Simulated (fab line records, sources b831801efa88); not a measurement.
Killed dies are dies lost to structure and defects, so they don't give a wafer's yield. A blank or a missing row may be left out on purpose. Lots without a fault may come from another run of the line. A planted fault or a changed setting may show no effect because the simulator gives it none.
Which tool did it? | flow gf180mcu | 24 lots, 72 wafers sampled, at 5 steps of a route of 602

WHAT THE GAUGES READ, wafer by wafer
GF_MVPSD_OVL_MEAS_07. Usual: MVPSD_OVL 2.0 nm, standard deviation 1.4.
lot  | measured     | on         | MVPSD_OVL (nm) | flag
L074 | day 5 00:30  | overlay-01 | 3.2 3.9 2.9    |
L075 | day 5 05:04  | overlay-01 | 1.6 1.8 2.9    |
L076 | day 5 14:07  | overlay-02 | 1.6 0.9 1.3    |
L077 | day 5 17:46  | overlay-01 | 1.8 1.8 1.0    |
L078 | day 6 00:25  | overlay-02 | 2.2 0.5 -0.3   |
L079 | day 6 06:36  | overlay-01 | 1.7 0.8 1.7    |
L080 | day 6 10:00  | overlay-02 | 2.0 1.7 2.5    |
L081 | day 6 19:16  | overlay-02 | 3.2 3.0 2.4    |
L082 | day 7 00:03  | overlay-01 | 5.0 3.0 3.9    |
L083 | day 7 05:22  | overlay-01 | 2.1 2.5 2.3    |
L084 | day 7 15:02  | overlay-01 | 3.0 0.8 2.1    |
L085 | day 7 18:19  | overlay-02 | 2.1 2.0 2.5    |
L086 | day 8 00:43  | overlay-02 | 1.1 1.3 0.0    |
L087 | day 8 06:10  | overlay-01 | 0.8 1.2 0.8    |
L088 | day 8 11:55  | overlay-02 | 2.8 3.7 2.2    |
L089 | day 8 18:54  | overlay-02 | 5.4 4.1 4.8    |
L090 | day 9 00:21  | overlay-01 | 1.6 1.7 1.9    |
L091 | day 9 05:40  | overlay-01 | -0.5 -0.7 -0.9 |
L092 | day 9 12:06  | overlay-02 | 2.6 4.6 3.4    |
L093 | day 9 19:00  | overlay-01 | 0.1 1.4 2.4    |
L094 | day 10 02:13 | overlay-02 | -0.3 -1.1 0.0  |
L095 | day 10 05:54 | overlay-01 | 2.5 2.1 1.2    |
L096 | day 10 12:37 | overlay-02 | 2.1 2.6 0.8    |
L097 | day 11 01:12 | overlay-02 | 3.5 2.6 1.7    |

GF_VT_IMPLANT_OVL_MEAS_18. Usual: VT_IMPLANT_01_OVL 0.1 nm, standard deviation 1.2.
lot  | measured     | on         | VT_IMPLANT_01_OVL (nm) | flag
L074 | day 6 06:17  | overlay-02 | 2.1 1.1 2.2            |
L075 | day 6 10:14  | overlay-01 | 1.0 1.1 -0.2           |
L076 | day 6 20:34  | overlay-02 | 3.0 1.6 1.8            |
L077 | day 7 00:22  | overlay-01 | 1.6 1.4 1.9            |
L078 | day 7 07:49  | overlay-01 | 0.0 1.2 1.3            |
L079 | day 7 14:19  | overlay-01 | 0.0 -0.1 -0.9          |
L080 | day 7 17:11  | overlay-01 | -2.4 0.6 -1.2          |
L081 | day 8 02:58  | overlay-02 | -0.9 -1.0 -1.1         |
L082 | day 8 08:32  | overlay-02 | 0.8 0.1 1.8            |
L083 | day 8 14:17  | overlay-02 | -0.9 -1.2 -1.9         |
L084 | day 9 00:23  | overlay-02 | -3.0 -2.3 -0.8         |
L085 | day 9 04:25  | overlay-01 | -0.3 0.8 1.6           |
L086 | day 9 10:46  | overlay-02 | -0.1 0.7 1.3           |
L087 | day 9 15:02  | overlay-01 | 0.2 -1.1 -0.2          |
L088 | day 9 22:35  | overlay-02 | -0.7 -1.7 -0.5         |
L089 | day 10 06:40 | overlay-01 | -0.9 -0.2 -1.6         |
L090 | day 10 11:45 | overlay-01 | 0.4 -0.8 0.5           |
L091 | day 10 17:14 | overlay-01 | -2.4 -1.6 -1.1         |
L092 | day 11 00:37 | overlay-01 | -0.8 -1.8 -1.1         |
L093 | day 11 06:57 | overlay-02 | -1.2 -0.4 0.0          |
L094 | day 11 14:50 | overlay-01 | 0.9 1.5 0.0            |
L095 | day 11 18:35 | overlay-01 | 1.1 1.0 0.5            |
L096 | day 12 01:43 | overlay-02 | 0.7 0.0 -0.1           |
L097 | day 12 14:28 | overlay-01 | -0.2 -0.2 0.1          |

GF_V2_BOW_MEAS_05. Usual: V2_BOW 99 um, standard deviation 8.3.
lot  | measured     | on            | V2_BOW (um) | flag
L074 | day 19 04:26 | film_metro-04 | 107 111 101 |
L075 | day 19 13:17 | film_metro-04 | 103 101 93  |
L076 | day 20 05:25 | film_metro-01 | 113 103 114 |
L077 | day 20 10:08 | film_metro-01 | 99 92 101   |
L078 | day 20 20:40 | film_metro-01 | 94 90 90    |
L079 | day 21 06:59 | film_metro-04 | 96 94 101   |
L080 | day 21 09:14 | film_metro-03 | 94 84 75    |
L081 | day 22 03:38 | film_metro-01 | 115 101 101 |
L082 | day 22 06:08 | film_metro-04 | 107 90 100  |
L083 | day 22 13:19 | film_metro-03 | 91 74 108   |
L084 | day 23 03:40 | film_metro-01 | 109 94 105  |
L085 | day 23 12:06 | film_metro-03 | 92 95 95    |
L086 | day 23 18:24 | film_metro-01 | 107 102 103 |
L087 | day 23 21:26 | film_metro-04 | 99 94 105   |
L088 | day 24 11:09 | film_metro-03 | 102 100 112 |
L089 | day 24 18:12 | film_metro-01 | 100 94 98   |
L090 | day 25 03:20 | film_metro-03 | 105 104 107 |
L091 | day 25 08:19 | film_metro-03 | 89 86 95    |
L092 | day 25 15:02 | film_metro-03 | 81 75 88    |
L093 | day 25 22:02 | film_metro-04 | 96 113 98   |
L094 | day 26 08:10 | film_metro-03 | 114 102 100 |
L095 | day 26 12:02 | film_metro-01 | 90 85 101   |
L096 | day 26 18:48 | film_metro-01 | 101 101 96  |
L097 | day 27 10:47 | film_metro-04 | 106 107 108 |

WHICH TOOL RAN EACH LOT (tool, then ch and the chambers of the sampled wafers, then the start)
lot  | GF_VT_IMPLANT_STRIP_09               | GF_M2_SPUTTER_04
L074 | plasma_asher-03 ch 0,1, day 5 15:14  | pvd_sputter-01, day 18 03:19
L075 | plasma_asher-02 ch 0,1, day 5 19:48  | pvd_sputter-01, day 18 11:10
L076 | plasma_asher-03 ch 0,1, day 6 05:33  | pvd_sputter-01, day 19 02:50
L077 | plasma_asher-01 ch 0,1, day 6 08:59  | pvd_sputter-01, day 19 07:58
L078 | plasma_asher-03 ch 0,1, day 6 16:26  | pvd_sputter-04, day 19 18:33
L079 | plasma_asher-01 ch 0,1, day 6 23:00  | pvd_sputter-04, day 20 05:39
L080 | plasma_asher-03 ch 0,1, day 7 01:40  | pvd_sputter-01, day 20 08:09
L081 | plasma_asher-01 ch 1, day 7 10:55    | pvd_sputter-02, day 21 02:35
L082 | plasma_asher-03 ch 0,1, day 7 16:04  | pvd_sputter-01, day 21 04:50
L083 | plasma_asher-02 ch 0, day 7 21:51    | pvd_sputter-01, day 21 12:28
L084 | plasma_asher-01 ch 0,1, day 8 07:52  | pvd_sputter-02, day 22 03:23
L085 | plasma_asher-01 ch 0,1, day 8 11:24  | pvd_sputter-02, day 22 12:11
L086 | plasma_asher-03 ch 0,1, day 8 18:06  | pvd_sputter-01, day 22 17:56
L087 | plasma_asher-01 ch 0,1, day 8 22:09  | pvd_sputter-01, day 22 21:16
L088 | plasma_asher-01 ch 0,1, day 9 05:31  | pvd_sputter-01, day 23 10:46
L089 | plasma_asher-02 ch 0,1, day 9 12:52  | pvd_sputter-02, day 23 18:14
L090 | plasma_asher-01 ch 0,1, day 9 18:14  | pvd_sputter-02, day 24 03:38
L091 | plasma_asher-02 ch 0,1, day 9 23:42  | pvd_sputter-04, day 24 09:26
L092 | plasma_asher-02 ch 0,1, day 10 06:20 | pvd_sputter-02, day 24 16:44
L093 | plasma_asher-02 ch 0,1, day 10 12:53 | pvd_sputter-02, day 24 23:23
L094 | plasma_asher-02 ch 0,1, day 10 20:16 | pvd_sputter-01, day 25 10:41
L095 | plasma_asher-02 ch 0,1, day 11 00:30 | pvd_sputter-04, day 25 13:09
L096 | plasma_asher-03 ch 0,1, day 11 06:50 | pvd_sputter-04, day 25 20:52
L097 | plasma_asher-03 ch 0,1, day 11 19:54 | pvd_sputter-04, day 26 13:20
- GF_VT_IMPLANT_STRIP_09: strips in O2/N2.
- GF_M2_SPUTTER_04: material TiN, target thk 50 nm, time 41.7 s.

WHAT THE TOOLS THEMSELVES READ (means of the sampled wafers that have a number; where no wafer has one, the mark that the record gives instead)
GF_VT_IMPLANT_STRIP_09. Usual: drypump_motor_current_A 5.8 A, standard deviation 0.53; heater_power_w 302 W, standard deviation 19; oes_product_au 0.716 a.u., standard deviation 0.0048; strip_time_to_endpoint_s 12.62 s, standard deviation 0.032.
lot  | tool            | drypump_motor_current_A (A) | heater_power_w (W) | oes_product_au (a.u.) | strip_time_to_endpoint_s (s) | flag
L074 | plasma_asher-03 | 6.3                         | 286                | 0.714                 | 12.59                        |
L075 | plasma_asher-02 | 5.0                         | 311                | 0.720                 | 12.66                        |
L076 | plasma_asher-03 | 6.1                         | 295                | 0.717                 | 12.63                        |
L077 | plasma_asher-01 | 6.1                         | 321                | 0.713                 | 12.63                        |
L078 | plasma_asher-03 | 6.3                         | 285                | 0.712                 | 12.62                        |
L079 | plasma_asher-01 | 6.0                         | 308                | 0.719                 | 12.61                        |
L080 | plasma_asher-03 | 6.3                         | 285                | 0.715                 | 12.62                        |
L081 | plasma_asher-01 | 6.1                         | 294                | 0.720                 | 12.59                        |
L082 | plasma_asher-03 | 6.3                         | 287                | 0.717                 | 12.62                        |
L083 | plasma_asher-02 | 5.3                         | 292                | 0.716                 | 12.63                        |
L084 | plasma_asher-01 | 6.1                         | 303                | 0.717                 | 12.64                        |
L085 | plasma_asher-01 | 6.1                         | 318                | 0.716                 | 12.59                        |
L086 | plasma_asher-03 | 6.1                         | 290                | 0.714                 | 12.63                        |
L087 | plasma_asher-01 | 6.1                         | 325                | 0.714                 | 12.58                        |
L088 | plasma_asher-01 | 6.1                         | 303                | 0.712                 | 12.58                        |
L089 | plasma_asher-02 | 5.1                         | 299                | 0.717                 | 12.61                        |
L090 | plasma_asher-01 | 6.2                         | 319                | 0.720                 | 12.61                        |
L091 | plasma_asher-02 | 5.0                         | 310                | 0.716                 | 12.57                        |
L092 | plasma_asher-02 | 5.1                         | 296                | 0.711                 | 12.61                        |
L093 | plasma_asher-02 | 5.1                         | 302                | 0.720                 | 12.65                        |
L094 | plasma_asher-02 | 5.0                         | 305                | 0.717                 | 12.64                        |
L095 | plasma_asher-02 | 5.0                         | 311                | 0.715                 | 12.63                        |
L096 | plasma_asher-03 | 6.3                         | 283                | 0.721                 | 12.62                        |
L097 | plasma_asher-03 | 6.2                         | 293                | 0.710                 | 12.60                        |

GF_M2_SPUTTER_04. Usual: throttle_valve_pct 29.9 %, standard deviation 1.3.
lot  | tool           | throttle_valve_pct (%) | flag
L074 | pvd_sputter-01 | 30.6                   |
L075 | pvd_sputter-01 | 29.1                   |
L076 | pvd_sputter-01 | 30.2                   |
L077 | pvd_sputter-01 | 29.5                   |
L078 | pvd_sputter-04 | 29.3                   |
L079 | pvd_sputter-04 | 29.4                   |
L080 | pvd_sputter-01 | 30.4                   |
L081 | pvd_sputter-02 | 30.5                   |
L082 | pvd_sputter-01 | 29.5                   |
L083 | pvd_sputter-01 | 29.7                   |
L084 | pvd_sputter-02 | 29.7                   |
L085 | pvd_sputter-02 | 29.3                   |
L086 | pvd_sputter-01 | 30.4                   |
L087 | pvd_sputter-01 | 30.5                   |
L088 | pvd_sputter-01 | 29.3                   |
L089 | pvd_sputter-02 | 30.3                   |
L090 | pvd_sputter-02 | 30.6                   |
L091 | pvd_sputter-04 | 29.0                   |
L092 | pvd_sputter-02 | 29.8                   |
L093 | pvd_sputter-02 | 29.6                   |
L094 | pvd_sputter-01 | 29.7                   |
L095 | pvd_sputter-04 | 29.1                   |
L096 | pvd_sputter-04 | 29.0                   |
L097 | pvd_sputter-04 | 29.0                   |

THE ANSWER, worked out from the rows above alone
Rule: a lot is off if the mean of its wafers that have a number lies more than 3 standard deviations from the usual mean. A lot without any number at a reading at which 4 lots or more have one is off too. The other lots that the step has rows for count as sound. The gauges are gone through in route order, then the tools' own readings, and for those a lot's mean is taken as printed above. The first step at which some lot is off is used, and at that step the reading that is off furthest; a lot without a number counts as furthest.
No lot is off at any reading shown: from this, nothing can be told.

WHAT THE SIMULATOR HAD PUT IN
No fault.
